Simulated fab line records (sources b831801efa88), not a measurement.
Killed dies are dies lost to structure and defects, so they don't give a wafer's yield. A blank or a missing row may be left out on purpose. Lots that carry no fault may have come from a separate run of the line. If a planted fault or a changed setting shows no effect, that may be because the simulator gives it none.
Shared-tool check + flow gf180mcu + Sampled: 13 lots, 39 wafers

## WHY IT WAS OPENED
At GF_HV_LDD_THK_MEAS_55 the reading HV_LDD_CVD_54_THK is flagged on 1 of 13 lots. Wafers without a fault read 10.03 nm, standard deviation 0.15.
Rule: a lot is flagged in two cases, either no wafer of it has a number, or all its wafers with numbers fall more than 4 standard deviations from that mean. As for the other lots, they are considered sound.

| lot  | measured     | on            | HV_LDD_CVD_54_THK (nm), wafer by wafer | flag    |
|------|--------------|---------------|----------------------------------------|---------|
| L537 | day 12 14:33 | film metro-03 | 10.31 10.12 10.21                      |         |
| L540 | day 13 17:05 | film metro-04 | 9.97 10.09 10.07                       |         |
| L541 | day 13 23:49 | film metro-04 | 10.12 10.25 10.20                      |         |
| L542 | day 14 09:31 | film metro-03 | 9.94 9.84 9.94                         |         |
| L544 | day 15 01:05 | film metro-01 | 18.43 18.37 18.43                      | FLAGGED |
| L552 | day 17 17:43 | film metro-04 | 10.02 9.92 10.01                       |         |
| L553 | day 18 00:34 | film metro-04 | 10.10 10.24 10.09                      |         |
| L554 | day 18 04:58 | film metro-04 | 9.96 9.99 10.07                        |         |
| L555 | day 18 20:37 | film metro-01 | 10.10 10.11 10.05                      |         |
| L556 | day 19 04:55 | film metro-03 | 9.75 9.84 9.82                         |         |
| L557 | day 19 18:58 | film metro-01 | 9.93 10.00 9.89                        |         |
| L558 | day 20 06:37 | film metro-01 | 10.09 10.27 10.08                      |         |
| L559 | day 20 07:13 | film metro-03 | 10.15 10.16 10.06                      |         |
The numbers of the flagged lots are 18.41 nm on average: +8.38 nm against the usual, or +56 standard deviations.

## WHICH TOOL EACH LOT WENT THROUGH
The record keeps 1 process step preceding the reading, out of 602 steps on the route. Cell contents, in order: the tool; ch with the chambers the sampled wafers went through; the start.
| lot  | flag    | GF_HV_LDD_CVD_54            |
|------|---------|-----------------------------|
| L537 |         | lpcvd-02 ch 1, day 12 13:31 |
| L540 |         | lpcvd-02 ch 1, day 13 16:03 |
| L541 |         | lpcvd-01 ch 0, day 13 22:47 |
| L542 |         | lpcvd-01 ch 0, day 14 08:29 |
| L544 | FLAGGED | lpcvd-01 ch 0, day 15 00:03 |
| L552 |         | lpcvd-02 ch 0, day 17 16:41 |
| L553 |         | lpcvd-02 ch 0, day 17 23:00 |
| L554 |         | lpcvd-02 ch 0, day 18 03:56 |
| L555 |         | lpcvd-02 ch 1, day 18 19:34 |
| L556 |         | lpcvd-02 ch 0, day 19 03:53 |
| L557 |         | lpcvd-01 ch 0, day 19 17:56 |
| L558 |         | lpcvd-01 ch 0, day 20 05:35 |
| L559 |         | lpcvd-02 ch 1, day 20 06:11 |
What is done by these steps:
- GF_HV_LDD_CVD_54: deposits SiO2 from TEOS, target thk 10 nm, time 75 s.
- GF_HV_LDD_THK_MEAS_55

## FLAGGED OVER TOTAL, TOOL BY TOOL (the gauges that took the reading come last)
| step                  | tool          | lots run | flagged | share of the flagged lots | sound lots run after its first flagged lot |
|-----------------------|---------------|----------|---------|---------------------------|--------------------------------------------|
| GF_HV_LDD_CVD_54      | lpcvd-01      | 5        | 1       | all                       | 2 (L557,L558)                              |
| GF_HV_LDD_CVD_54      | lpcvd-02      | 8        | 0       | none                      | -                                          |
| GF_HV_LDD_THK_MEAS_55 | film metro-01 | 4        | 1       | all                       | 3 (L555,L557,L558)                         |
| GF_HV_LDD_THK_MEAS_55 | film metro-03 | 4        | 0       | none                      | -                                          |
| GF_HV_LDD_THK_MEAS_55 | film metro-04 | 5        | 0       | none                      | -                                          |

## WHAT THE TABLE PERMITS
lpcvd-01 at GF_HV_LDD_CVD_54 and film metro-01 at GF_HV_LDD_THK_MEAS_55 are the 2 rows of the table that ran each flagged lot.
- lpcvd-01 at GF_HV_LDD_CVD_54: 1 of its 5 lots flagged. Lots that were sound ran on it after the first flagged one (L557, L558); a persistent fault on the entire tool would not allow that.
- film metro-01 at GF_HV_LDD_THK_MEAS_55: 1 of its 4 lots flagged. Lots that were sound ran on it after the first flagged one (L555, L557, L558); a persistent fault on the entire tool would not allow that.
Not one row of the table ran every flagged lot while running no sound lot after the first.

## WHAT HAD BEEN PUT IN BY THE SIMULATOR
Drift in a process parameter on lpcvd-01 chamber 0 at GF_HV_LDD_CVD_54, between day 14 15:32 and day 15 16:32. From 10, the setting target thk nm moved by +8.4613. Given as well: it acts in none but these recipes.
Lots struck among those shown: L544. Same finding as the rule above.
